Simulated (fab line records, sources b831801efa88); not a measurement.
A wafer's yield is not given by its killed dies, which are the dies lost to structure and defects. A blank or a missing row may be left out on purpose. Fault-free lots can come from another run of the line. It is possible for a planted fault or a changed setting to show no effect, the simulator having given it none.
2 desks looking at one fault || flow sky130 || what lay behind the numbers comes last; until then each desk has only its own

## AT THE METROLOGY DESK
Means of the sampled wafers that have a number, per lot and without regard to the tool the lot ran on: this is what the gauges read. A lot is out of limits, marked OUT, if its mean lies more than 4 standard deviations from the usual mean; the brackets give that distance.
Columns: A = VT_ADJUST_NCORE_TW at SKY_VT_ADJUST_NCORE_TW_MEAS_11, usual 219.8; B = SONOS_ONO_CVD_02_THK at SKY_SONOS_ONO_THK_MEAS_03, usual 10.57 nm; C = GATE_OXIDE_OXIDATION_00_THK at SKY_GATE_OXIDE_THK_MEAS_02, usual 10.36 nm
{"lot": "L402", "first seen here": "day 8 14:22", "A": 221.7, "B": 10.69, "C": 10.43}
{"lot": "L403", "first seen here": "day 8 22:31", "A": 222.4, "B": 10.94, "C": 10.35}
{"lot": "L404", "first seen here": "day 9 07:49", "A": 217.7, "B": 10.62, "C": 10.15}
{"lot": "L407", "first seen here": "day 10 10:55", "A": 217.8, "B": 10.61, "C": 10.56}
{"lot": "L408", "first seen here": "day 10 11:56", "A": 220.8, "B": 10.43, "C": 10.53}
{"lot": "L413", "first seen here": "day 12 01:10", "A": 220.4, "B": 10.57, "C": 10.15}
{"lot": "L414", "first seen here": "day 12 06:25", "A": "118.2 (-56) OUT", "B": 10.53, "C": 10.21}
{"lot": "L415", "first seen here": "day 12 13:41", "A": "121.2 (-55) OUT", "B": 10.34, "C": 10.42}
{"lot": "L419", "first seen here": "day 13 14:17", "A": 222.7, "B": 10.53, "C": 10.37}
{"lot": "L421", "first seen here": "day 14 10:05", "A": 221.2, "B": 10.51, "C": 10.61}
{"lot": "L423", "first seen here": "day 14 20:51", "A": 218.4, "B": 10.75, "C": 10.25}
{"lot": "L424", "first seen here": "day 15 01:32", "A": 217.1, "B": 10.61, "C": 10.39}
This desk's finding: out of limits on L414, L415; first on L414, day 12 06:25 (VT_ADJUST_NCORE_TW at SKY_VT_ADJUST_NCORE_TW_MEAS_11). In limits: L402, L403, L404, L407, L408, L413, L419, L421, L423, L424.

## AT THE TOOL OWNER'S DESK: implanter-01
SKY_VT_ADJUST_NCORE_IMPLANT_09, tool's own readings: per-lot mean of the sampled wafers with a number, covering each lot this tool ran. A lot is out of limits, marked OUT, if its mean lies more than 4 standard deviations from the usual mean; the brackets give that distance.
Columns: A = dose-ions-cm2 at SKY_VT_ADJUST_NCORE_IMPLANT_09, usual 2.4007e+12; B = end-station-pressure-torr at SKY_VT_ADJUST_NCORE_IMPLANT_09, usual 4.99e-06 Torr; C = faraday-current-uA at SKY_VT_ADJUST_NCORE_IMPLANT_09, usual 13.5
{"lot": "L402", "first seen here": "day 8 14:07", "A": 2.4053e+12, "B": 4.68e-06, "C": 13.5}
{"lot": "L403", "first seen here": "day 8 22:16", "A": 2.3992e+12, "B": 5.31e-06, "C": 13.5}
{"lot": "L404", "first seen here": "day 9 07:35", "A": 2.3973e+12, "B": 5.05e-06, "C": 13.2}
{"lot": "L407", "first seen here": "day 10 10:40", "A": 2.4021e+12, "B": 4.85e-06, "C": 13.8}
{"lot": "L408", "first seen here": "day 10 11:43", "A": 2.4024e+12, "B": 4.95e-06, "C": 13.3}
{"lot": "L414", "first seen here": "day 12 06:10", "A": "2.4113e+11 (-99 or more) OUT", "B": 5.07e-06, "C": "1.3 (-39) OUT"}
{"lot": "L415", "first seen here": "day 12 13:26", "A": "2.4240e+11 (-99 or more) OUT", "B": 5.28e-06, "C": "1.3 (-39) OUT"}
This desk's verdict: out of limits on L414, L415, starting with L414 at day 12 06:10 (dose-ions-cm2 at SKY_VT_ADJUST_NCORE_IMPLANT_09). In limits: L402, L403, L404, L407, L408.

## BROUGHT TOGETHER
On L414, L415, at day 12 06:10, an alarm was possible from the tool owner's desk.
The metrology desk could have raised an alarm at day 12 06:25, on L414, L415.
Every lot named ran SKY_VT_ADJUST_NCORE_IMPLANT_09 on implanter-01.

## WHAT WAS PUT IN BY THE SIMULATOR
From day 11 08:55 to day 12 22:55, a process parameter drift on implanter-01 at SKY_VT_ADJUST_NCORE_IMPLANT_09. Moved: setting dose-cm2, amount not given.
Lots struck among those shown: L414, L415.
Counting hours from when the fault started, the first reading out of limits came at 21 for the tool owner's desk and at 22 for the metrology desk.
